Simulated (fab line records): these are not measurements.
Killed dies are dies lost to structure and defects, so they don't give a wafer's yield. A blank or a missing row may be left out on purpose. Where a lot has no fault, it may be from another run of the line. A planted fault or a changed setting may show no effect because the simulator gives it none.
Struck lot and sound lot, side by side	flow sky130	19 steps out of a route of 708
Sound: wafers L233.1, L233.4, L233.5. Struck: wafers L225.1, L225.3. (L225.2 of the same lot was not struck and is left out.) The cause comes at the end.
Order at every step that has rows: each side's tool, ch and its chambers, its first start. Under that, the readings that differ: sound wafers	struck wafers	difference of the means	sigmas: that difference in standard deviations of wafers without a fault.
alike: same words and numbers on both sides, and readings whose means sit less than 2 such deviations apart. not compared: any withheld reading, any reading some wafer has no value for, any bound like >300 that may hide the same value, and any number with overlapping values for which the record gives no deviation.
Wherever a step has rows on one side only, a row that says differs or no value, or a row with sigmas, the two part there. Numbers that don't overlap but have no deviation are shown without sigmas and don't part them. A reading that every wafer of one side lacks parts them only if that side has two wafers or more.

first, 6 steps without rows for these wafers: SKY_CONTACT_ETCH_17 (etches SiO2 in C4F8/O2/Ar, stops on Si3N4, target depth 340 nm); SKY_CONTACT_ETCH_18 (etches Si3N4 in CHF3/O2, stops on TiN, time 39 s, target depth 75 nm); SKY_CONTACT_STRIP_19 (strips in O2/N2); SKY_CONTACT_STRIP_20 (strips in post etch residue remover, time 1200 s); SKY_CONTACT_CLEAN_21 (cleans in IPA, time 180 s); SKY_CONTACT_CLEAN_22 (cleans in O3/DIW).
SKY_CONTACT_SPUTTER_23: material TiN, target thk 20 nm, time 80 s.
  struck on pvd_sputter-03, day 34 15:35; sound on pvd_sputter-02, day 37 03:29
  alike: throttle_valve_pct
SKY_CONTACT_CVD_24: deposits W, target thk 340 nm, time 102.12 s.
  sound on cvd_w-02 ch 0,1, day 37 03:33; struck on cvd_w-02 ch 1, day 34 15:38
  alike: heater_power_w
  not compared: since_wet_clean_h
SKY_CONTACT_RS_MEAS_25: a four-point-probe measurement.
  struck on film_metro-02, day 34 15:45; sound on film_metro-01, day 37 03:40
  alike: CONTACT_W_RS
SKY_CONTACT_THK_MEAS_26: measures by xrf.
  struck on film_metro-02, day 34 15:52; sound on film_metro-01, day 37 03:47
  alike: CONTACT_W_THK
then, 1 step without rows for these wafers: SKY_CONTACT_CMP_27 (polishes, stops on SiO2, t overpolish 15 s, target thk 0 nm).
SKY_METAL1_SPUTTER_00: material Ti, target thk 15 nm, time 10 s.
  struck on pvd_sputter-02, day 34 16:14; sound on pvd_sputter-03, day 37 04:08
  alike: throttle_valve_pct
SKY_METAL1_SPUTTER_01: material TiN, target thk 20 nm, time 16.7 s.
  struck on pvd_sputter-02, day 34 16:16; sound on pvd_sputter-03, day 37 04:10
reading	sound	struck	difference	sigmas
model.TiN_of_METAL1_SPUTTER_01.thk_nm (nm)	19.66 19.98 19.89	34.26 34.29	+14.43	
  alike: throttle_valve_pct
SKY_METAL1_SPUTTER_02: material AlCu, target thk 250 nm, time 13.3 s.
  struck on pvd_sputter-02, day 34 16:17; sound on pvd_sputter-03, day 37 04:11
  alike: throttle_valve_pct
then, 1 step without rows for these wafers: SKY_METAL1_SPUTTER_03 (material Ti, target thk 5 nm, time 3.3 s).
SKY_METAL1_SPUTTER_04: material TiN, target thk 70 nm, time 58.3 s.
  struck on pvd_sputter-02, day 34 16:20; sound on pvd_sputter-03, day 37 04:14
  alike: throttle_valve_pct
SKY_METAL1_RS_MEAS_05: a four-point-probe measurement.
  struck on film_metro-01, day 34 16:40; sound on film_metro-03, day 37 04:17
  alike: METAL1_ALCU_RS
  not compared: hold
SKY_METAL1_THK_MEAS_06: measures by xrf.
  struck on film_metro-01, day 34 19:47; sound on film_metro-03, day 37 04:24
reading	sound	struck	difference	sigmas
hold	- - -	await_dispo/3.0h/release await_dispo/3.0h/release	no value on the sound wafers	
  alike: METAL1_ALCU_THK
SKY_PAD_OPEN_PROBE_99:
  the record holds rows for the sound wafers here (prober-01, day 49 18:18) but none for the struck ones

WHERE THEY PART
Last at SKY_PAD_OPEN_PROBE_99 as far as this record goes, first at SKY_METAL1_THK_MEAS_06.

WHY: the cause the simulator had injected
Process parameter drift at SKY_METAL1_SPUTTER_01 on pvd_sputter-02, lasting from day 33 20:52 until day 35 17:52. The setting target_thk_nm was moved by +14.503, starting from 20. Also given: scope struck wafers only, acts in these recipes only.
